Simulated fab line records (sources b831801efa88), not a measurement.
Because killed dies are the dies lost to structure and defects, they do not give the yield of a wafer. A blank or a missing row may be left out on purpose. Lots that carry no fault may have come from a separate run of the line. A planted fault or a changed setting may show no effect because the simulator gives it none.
Which tool was responsible? ; flow gf180mcu ; 45 wafers from 15 lots sampled at 4 of the route's 602 steps

== WHAT THE GAUGES SHOWED, per wafer ==
GF_M3_THK_MEAS_06: measures by xrf.
lot;measured;on;M3_ALCU_THK (nm)
L370;day 20 09:29;film metro-04;446 446 443
L373;day 21 12:43;film metro-02;432 444 437
L372;day 21 15:05;film metro-04;445 441 445
L374;day 21 20:31;film metro-01;446 448 451
L375;day 22 11:34;film metro-02;453 458 450
L376;day 22 14:13;film metro-04;448 450 455
L378;day 23 11:52;film metro-01;456 458 452
L385;day 25 16:29;film metro-04;452 452 452
L387;day 26 14:45;film metro-02;446 440 445
L391;day 28 05:25;film metro-04;450 455 449
L392;day 28 06:04;film metro-04;448 441 456
L393;day 28 09:22;film metro-02;448 453 452

== WHAT TOOL EACH LOT RAN ON (gives the tool, then ch and the chambers of the sampled wafers, and finally the start) ==
lot;GF_V2_CMP_04;GF_V2_CMP_26;GF_M3_SPUTTER_04
L370;cmp-01 ch 1,2,3, day 19 06:55;cmp-02 ch 1,2, day 20 08:49;pvd sputter-04, day 20 09:18
L373;cmp-02 ch 1,2,3, day 20 10:36;cmp-02 ch 2,3, day 21 12:05;pvd sputter-02, day 21 12:34
L372;cmp-02 ch 0,1,3, day 20 12:47;cmp-01 ch 0,1,2, day 21 14:32;pvd sputter-04, day 21 14:55
L374;cmp-02 ch 1,2,3, day 20 18:14;cmp-02 ch 1,3, day 21 19:52;pvd sputter-04, day 21 20:20
L375;cmp-02 ch 0,1,2, day 21 09:21;cmp-02 ch 0,1,3, day 22 10:58;pvd sputter-02, day 22 11:24
L376;cmp-01 ch 0,2,3, day 21 12:16;cmp-02 ch 0,1,3, day 22 13:39;pvd sputter-02, day 22 14:02
L378;cmp-01 ch 1,2,3, day 22 10:38;cmp-01 ch 1,2,3, day 23 11:12;pvd sputter-02, day 23 11:41
L381;cmp-02 ch 0,2, day 23 13:13;cmp-01 ch 0,1, day 24 13:13;-
L382;cmp-02 ch 2,3, day 23 17:22;cmp-01 ch 0,2, day 24 17:49;-
L383;cmp-01 ch 2,3, day 24 06:41;cmp-02 ch 1,2,3, day 25 05:36;-
L385;cmp-01 ch 0,2, day 24 16:11;cmp-01 ch 0,2,3, day 25 15:50;pvd sputter-04, day 25 16:19
L387;cmp-02 ch 1,2,3, day 25 15:31;cmp-02 ch 2,3, day 26 14:05;pvd sputter-04, day 26 14:34
L391;cmp-02 ch 0,1,2, day 27 06:26;cmp-01 ch 0,3, day 28 04:47;pvd sputter-02, day 28 05:16
L392;cmp-01 ch 0,1,2, day 27 07:59;cmp-02 ch 0,1,2, day 28 05:26;pvd sputter-01, day 28 05:55
L393;cmp-02 ch 1,2,3, day 27 10:37;cmp-02 ch 1,2,3, day 28 08:43;pvd sputter-02, day 28 09:12
- GF_V2_CMP_04: polishes SiO2.
- GF_V2_CMP_26: polishes, stops on SiO2, t overpolish 15 s, target thk 0 nm.
- GF_M3_SPUTTER_04: material TiN, target thk 50 nm, time 41.7 s.

== AS READ BY THE TOOLS THEMSELVES (means over the sampled wafers that have a number; for cases with no such wafer, the mark the record gives instead) ==
GF_V2_CMP_04.
lot;tool;edge zone pressure frac;head pressure psi (psi);motor current A (A);platen rpm (rpm);time to endpoint s (s)
L370;cmp-01;0.999;3.985;11.6;60.02;77
L373;cmp-02;1.005;3.999;12.0;59.98;73
L372;cmp-02;0.998;3.998;12.8;60.01;76
L374;cmp-02;1.002;3.997;12.7;60.02;78
L375;cmp-02;1.001;3.995;12.3;60.00;79
L376;cmp-01;0.997;4.000;12.0;60.00;81
L378;cmp-01;1.003;4.005;11.6;59.93;84
L381;cmp-02;0.997;4.003;12.5;59.98;81
L382;cmp-02;1.000;3.984;11.6;60.00;83
L383;cmp-01;1.000;4.014;12.5;60.05;78
L385;cmp-01;1.003;3.995;10.8;60.00;84
L387;cmp-02;1.001;4.005;12.8;59.99;85
L391;cmp-02;1.004;4.001;13.0;59.99;81
L392;cmp-01;1.001;3.989;10.9;59.99;78
L393;cmp-02;1.002;3.999;12.4;60.03;74

GF_V2_CMP_26.
lot;tool;edge zone pressure frac;head pressure psi (psi);motor current A (A);overpolish run s (s);platen rpm (rpm);time to endpoint s (s)
L370;cmp-02;1.004;3.492;10.8;15.002;59.96;88
L373;cmp-02;1.002;3.502;11.1;15.005;59.99;89
L372;cmp-01;1.001;3.498;9.8;15.005;60.00;87
L374;cmp-02;0.997;3.493;12.1;15.002;59.99;85
L375;cmp-02;0.999;3.498;12.0;14.990;59.98;87
L376;cmp-02;1.000;3.501;12.4;15.006;59.97;89
L378;cmp-01;1.001;3.505;11.3;14.999;59.99;80
L381;cmp-01;-;-;-;-;-;-
L382;cmp-01;-;-;-;-;-;-
L383;cmp-02;-;-;-;-;-;-
L385;cmp-01;1.000;3.500;10.7;14.998;60.02;82
L387;cmp-02;1.001;3.492;10.8;14.997;59.98;87
L391;cmp-01;0.998;3.507;10.3;14.996;59.98;84
L392;cmp-02;1.000;3.495;11.3;14.998;60.01;90
L393;cmp-02;1.002;3.502;11.3;14.999;59.98;88

GF_M3_SPUTTER_04.
lot;tool;throttle valve pct (%)
L370;pvd sputter-04;30.7
L373;pvd sputter-02;29.7
L372;pvd sputter-04;30.5
L374;pvd sputter-04;30.5
L375;pvd sputter-02;30.9
L376;pvd sputter-02;28.7
L378;pvd sputter-02;29.7
L385;pvd sputter-04;30.9
L387;pvd sputter-04;31.8
L391;pvd sputter-02;30.0
L392;pvd sputter-01;30.3
L393;pvd sputter-02;30.8

== THE ANSWER, worked out from the rows above alone ==
Rule: the usual values come from the lots themselves. The widest of any qualifying gaps counts: lots, ordered by their means at a reading, are off when they make up no more than a third of the lots, leave a main group of 4 or more, and stand apart from it by 3 or more times the standard deviation of that group's means. The tables above print the reading to a certain number of digits; a main group whose means all agree to those digits is not used. A lot without any number at a reading at which 4 lots or more have one is off too. The other lots that the step has rows for count as sound. First the gauges in route order, then the tools' own readings, where a lot's mean is used as printed above. At the first step where some lot is off, the reading lying furthest off is the one used; lots without a number count as furthest.
Off, at GF_V2_CMP_26 on edge zone pressure frac: L381, L382, L383. Without a number there: L381, L382, L383. Mean 1.000 and standard deviation 0.0018 in the main group.
If a tool, at that step or one of the process steps before it, ran each lot that is off and ran no sound lot following the first of them, it fits. Of those tried, none fits.

== WHAT THE SIMULATOR HAD INSERTED ==
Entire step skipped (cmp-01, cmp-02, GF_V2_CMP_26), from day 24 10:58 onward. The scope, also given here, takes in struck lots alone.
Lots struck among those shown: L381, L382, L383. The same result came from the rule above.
